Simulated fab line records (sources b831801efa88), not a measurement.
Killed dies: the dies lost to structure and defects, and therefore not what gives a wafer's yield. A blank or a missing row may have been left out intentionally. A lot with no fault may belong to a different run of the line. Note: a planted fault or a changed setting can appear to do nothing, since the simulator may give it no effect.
What tool caused it? / flow sky130 / 11 lots, 33 wafers sampled, at 3 steps of a route of 708

WHAT EACH GAUGE READ, for each wafer
SKY_CAPM_THK_MEAS_01. Usual: CAPM_CVD_00_THK 15.60 nm, standard deviation 0.26.
lot=L206; measured=day 36 14:04; on=film_metro-02; CAPM_CVD_00_THK (nm)=15.51 15.21 15.57; flag=
lot=L208; measured=day 37 09:38; on=film_metro-02; CAPM_CVD_00_THK (nm)=15.52 16.06 15.36; flag=
lot=L210; measured=day 38 07:04; on=film_metro-02; CAPM_CVD_00_THK (nm)=15.16 15.99 15.63; flag=
lot=L212; measured=day 38 21:20; on=film_metro-03; CAPM_CVD_00_THK (nm)=15.40 15.47 15.63; flag=
lot=L213; measured=day 39 13:55; on=film_metro-04; CAPM_CVD_00_THK (nm)=15.78 15.66 15.62; flag=
lot=L220; measured=day 41 06:22; on=film_metro-04; CAPM_CVD_00_THK (nm)=15.42 15.83 15.66; flag=
lot=L223; measured=day 42 00:46; on=film_metro-03; CAPM_CVD_00_THK (nm)=15.19 16.05 15.52; flag=
lot=L224; measured=day 42 09:07; on=film_metro-04; CAPM_CVD_00_THK (nm)=15.64 15.22 15.10; flag=
lot=L225; measured=day 42 12:56; on=film_metro-02; CAPM_CVD_00_THK (nm)=15.19 15.47 15.53; flag=
lot=L226; measured=day 43 02:32; on=film_metro-03; CAPM_CVD_00_THK (nm)=15.32 15.63 15.51; flag=
lot=L228; measured=day 43 16:37; on=film_metro-02; CAPM_CVD_00_THK (nm)=15.57 15.80 15.87; flag=

TOOL THAT RAN EACH LOT (tool first, then ch and the chambers of the sampled wafers, then the start)
lot=L206; SKY_VIA1_ETCH_14=rie_diel-01 ch 0,2,3, day 34 04:35; SKY_VIA2_ETCH_14=rie_diel-04 ch 0,1, day 36 12:28
lot=L208; SKY_VIA1_ETCH_14=rie_diel-02 ch 0,1,2, day 35 00:38; SKY_VIA2_ETCH_14=rie_diel-01 ch 0,1,3, day 37 07:58
lot=L210; SKY_VIA1_ETCH_14=rie_diel-03 ch 1,2,3, day 35 22:02; SKY_VIA2_ETCH_14=rie_diel-01 ch 0,2,3, day 38 05:32
lot=L212; SKY_VIA1_ETCH_14=rie_diel-03 ch 2,3, day 36 12:44; SKY_VIA2_ETCH_14=rie_diel-01 ch 0,2,3, day 38 19:46
lot=L213; SKY_VIA1_ETCH_14=rie_diel-02 ch 0,3, day 37 06:08; SKY_VIA2_ETCH_14=rie_diel-01 ch 0,1, day 39 12:22
lot=L220; SKY_VIA1_ETCH_14=rie_diel-01 ch 1,2,3, day 38 23:29; SKY_VIA2_ETCH_14=rie_diel-03 ch 1,3, day 41 04:49
lot=L223; SKY_VIA1_ETCH_14=rie_diel-01 ch 2,3, day 39 19:44; SKY_VIA2_ETCH_14=rie_diel-04 ch 0,1,2, day 41 23:13
lot=L224; SKY_VIA1_ETCH_14=rie_diel-01 ch 0,2,3, day 40 04:35; SKY_VIA2_ETCH_14=rie_diel-01 ch 1,2,3, day 42 07:31
lot=L225; SKY_VIA1_ETCH_14=rie_diel-02 ch 0,1,2, day 40 07:44; SKY_VIA2_ETCH_14=rie_diel-04 ch 1,2, day 42 11:23
lot=L226; SKY_VIA1_ETCH_14=rie_diel-01 ch 0,2, day 40 22:26; SKY_VIA2_ETCH_14=rie_diel-03 ch 0,1,3, day 43 00:59
lot=L228; SKY_VIA1_ETCH_14=rie_diel-02 ch 0,1,3, day 41 13:20; SKY_VIA2_ETCH_14=rie_diel-01 ch 0,1,3, day 43 15:01
- SKY_VIA1_ETCH_14: etches BARC in N2/H2, stops on SiO2, time 45.9 s, target depth 60 nm.
- SKY_VIA2_ETCH_14: etches BARC in N2/H2, stops on SiO2, time 45.9 s, target depth 60 nm.

AS READ BY THE TOOLS THEMSELVES (means over the sampled wafers that have a number; for cases with no such wafer, the mark the record gives instead)
SKY_VIA1_ETCH_14. Usual: bias_w 100.00 W, standard deviation 0.3; drypump_motor_current_A 5.7 A, standard deviation 0.59; oes_product_au 0.860 a.u., standard deviation 0.0045; throttle_valve_pct 13.226 %, standard deviation 0.009.
lot=L206; tool=rie_diel-01; bias_w (W)=100.36; drypump_motor_current_A (A)=6.1; oes_product_au (a.u.)=0.858; throttle_valve_pct (%)=13.227; flag=
lot=L208; tool=rie_diel-02; bias_w (W)=100.14; drypump_motor_current_A (A)=5.4; oes_product_au (a.u.)=0.856; throttle_valve_pct (%)=13.232; flag=
lot=L210; tool=rie_diel-03; bias_w (W)=99.90; drypump_motor_current_A (A)=5.7; oes_product_au (a.u.)=0.857; throttle_valve_pct (%)=13.221; flag=
lot=L212; tool=rie_diel-03; bias_w (W)=99.76; drypump_motor_current_A (A)=5.9; oes_product_au (a.u.)=0.863; throttle_valve_pct (%)=13.236; flag=
lot=L213; tool=rie_diel-02; bias_w (W)=100.24; drypump_motor_current_A (A)=6.0; oes_product_au (a.u.)=0.862; throttle_valve_pct (%)=13.226; flag=
lot=L220; tool=rie_diel-01; bias_w (W)=100.18; drypump_motor_current_A (A)=5.9; oes_product_au (a.u.)=0.860; throttle_valve_pct (%)=13.222; flag=
lot=L223; tool=rie_diel-01; bias_w (W)=100.24; drypump_motor_current_A (A)=5.8; oes_product_au (a.u.)=0.866; throttle_valve_pct (%)=13.228; flag=
lot=L224; tool=rie_diel-01; bias_w (W)=99.84; drypump_motor_current_A (A)=6.1; oes_product_au (a.u.)=0.862; throttle_valve_pct (%)=13.229; flag=
lot=L225; tool=rie_diel-02; bias_w (W)=99.92; drypump_motor_current_A (A)=5.5; oes_product_au (a.u.)=0.857; throttle_valve_pct (%)=13.215; flag=
lot=L226; tool=rie_diel-01; bias_w (W)=99.81; drypump_motor_current_A (A)=6.5; oes_product_au (a.u.)=0.861; throttle_valve_pct (%)=13.237; flag=
lot=L228; tool=rie_diel-02; bias_w (W)=100.20; drypump_motor_current_A (A)=5.9; oes_product_au (a.u.)=0.861; throttle_valve_pct (%)=13.223; flag=

SKY_VIA2_ETCH_14. Usual: bias_w 100.02 W, standard deviation 0.27; drypump_motor_current_A 5.8 A, standard deviation 0.47; oes_product_au 0.855 a.u., standard deviation 0.0044; throttle_valve_pct 13.225 %, standard deviation 0.009.
lot=L206; tool=rie_diel-04; bias_w (W)=100.15; drypump_motor_current_A (A)=5.7; oes_product_au (a.u.)=0.854; throttle_valve_pct (%)=13.218; flag=
lot=L208; tool=rie_diel-01; bias_w (W)=99.86; drypump_motor_current_A (A)=5.8; oes_product_au (a.u.)=0.853; throttle_valve_pct (%)=13.223; flag=
lot=L210; tool=rie_diel-01; bias_w (W)=100.36; drypump_motor_current_A (A)=6.1; oes_product_au (a.u.)=0.856; throttle_valve_pct (%)=13.213; flag=
lot=L212; tool=rie_diel-01; bias_w (W)=97.99; drypump_motor_current_A (A)=6.1; oes_product_au (a.u.)=0.854; throttle_valve_pct (%)=13.222; flag=OFF
lot=L213; tool=rie_diel-01; bias_w (W)=98.06; drypump_motor_current_A (A)=6.0; oes_product_au (a.u.)=0.855; throttle_valve_pct (%)=13.224; flag=OFF
lot=L220; tool=rie_diel-03; bias_w (W)=100.00; drypump_motor_current_A (A)=6.2; oes_product_au (a.u.)=0.861; throttle_valve_pct (%)=13.230; flag=
lot=L223; tool=rie_diel-04; bias_w (W)=99.90; drypump_motor_current_A (A)=5.7; oes_product_au (a.u.)=0.858; throttle_valve_pct (%)=13.225; flag=
lot=L224; tool=rie_diel-01; bias_w (W)=99.83; drypump_motor_current_A (A)=5.9; oes_product_au (a.u.)=0.856; throttle_valve_pct (%)=13.221; flag=
lot=L225; tool=rie_diel-04; bias_w (W)=100.09; drypump_motor_current_A (A)=5.9; oes_product_au (a.u.)=0.859; throttle_valve_pct (%)=13.230; flag=
lot=L226; tool=rie_diel-03; bias_w (W)=100.18; drypump_motor_current_A (A)=5.9; oes_product_au (a.u.)=0.856; throttle_valve_pct (%)=13.219; flag=
lot=L228; tool=rie_diel-01; bias_w (W)=100.20; drypump_motor_current_A (A)=5.8; oes_product_au (a.u.)=0.857; throttle_valve_pct (%)=13.226; flag=

THE ANSWER, worked out from the rows above alone
Rule: take the mean of a lot's wafers that have a number; if it is more than 3 standard deviations from the usual mean, the lot is off. A lot without any number at a reading at which 4 lots or more have one is off too. Any other lot the step has rows for is counted as sound. First the gauges in route order, then the tools' own readings, where a lot's mean is used as printed above. At the first step where some lot is off, the reading lying furthest off is the one used; lots without a number count as furthest.
Off at SKY_VIA2_ETCH_14 (bias_w): L212, L213.
If a tool, at that step or one of the process steps before it, ran each lot that is off and ran no sound lot following the first of them, it fits. Not one of the candidates tried fits.

WHAT THE SIMULATOR PUT IN
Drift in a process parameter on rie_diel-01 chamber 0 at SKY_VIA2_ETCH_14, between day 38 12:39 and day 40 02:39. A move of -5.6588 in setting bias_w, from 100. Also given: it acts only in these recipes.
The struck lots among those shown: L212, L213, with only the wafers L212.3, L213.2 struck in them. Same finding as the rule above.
